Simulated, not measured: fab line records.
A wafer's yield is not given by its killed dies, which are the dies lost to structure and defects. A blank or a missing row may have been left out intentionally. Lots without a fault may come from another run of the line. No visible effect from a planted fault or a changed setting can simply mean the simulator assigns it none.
Chamber matching | flow sky130 | 4 sister chambers for SKY_LI_CONTACT_ETCH_15 on rie_diel-03
The step etches PSG in C4F8/O2/Ar, stops on Si, target depth 600 nm. 4 wafers are shown with their chamber, then 12 later ones without.

## WAFERS, EACH WITH ITS CHAMBER
wafer  | chamber | oes_product_au (a.u.)
L084.2 | 3       | 0.847
L087.3 | 0       | 0.849
L087.4 | 1       | 0.848
L087.6 | 2       | 0.850

## WAFERS WITHOUT THEIR CHAMBER
wafer  | oes_product_au (a.u.)
L090.1 | 0.845
L090.2 | 0.844
L090.6 | 0.841
L091.1 | 0.834
L091.3 | 0.849
L091.4 | 0.840
L092.1 | 0.844
L092.4 | 0.848
L092.6 | 0.843
L093.1 | 0.836
L093.2 | 0.841
L093.4 | 0.842

## CHAMBER TAKEN BY EACH
wafer  | from the rows above               | in truth
L090.1 | can't be placed: 3 or 1 or 0 or 2 | 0
L090.2 | can't be placed: 3 or 1 or 0 or 2 | 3
L090.6 | can't be placed: 3 or 1 or 0 or 2 | 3
L091.1 | can't be placed: 3 or 1 or 0 or 2 | 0
L091.3 | can't be placed: 0 or 1 or 2 or 3 | 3
L091.4 | can't be placed: 3 or 1 or 0 or 2 | 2
L092.1 | can't be placed: 3 or 1 or 0 or 2 | 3
L092.4 | can't be placed: 1 or 0 or 3 or 2 | 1
L092.6 | can't be placed: 3 or 1 or 0 or 2 | 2
L093.1 | can't be placed: 3 or 1 or 0 or 2 | 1
L093.2 | can't be placed: 3 or 1 or 0 or 2 | 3
L093.4 | can't be placed: 3 or 1 or 0 or 2 | 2
Correctly placed: 0 of 12. Not placeable from these rows: 12 (in 12, the candidates include the true chamber). 0 placed wrongly.
How it was worked out, from the rows above alone: a wafer's distance from a chamber is the root of the sum, over the readings, of the square of ((its reading less the chamber's mean) divided by the reading's scatter). If the next closest chamber is less than 2 further off than the closest, the wafer can't be placed; otherwise it belongs to the closest. For every chamber, the mean is computed from those of its wafers that are shown. The scatter: root of mean squared gap, hidden wafer to nearest shown wafer, with one shown wafer a chamber.
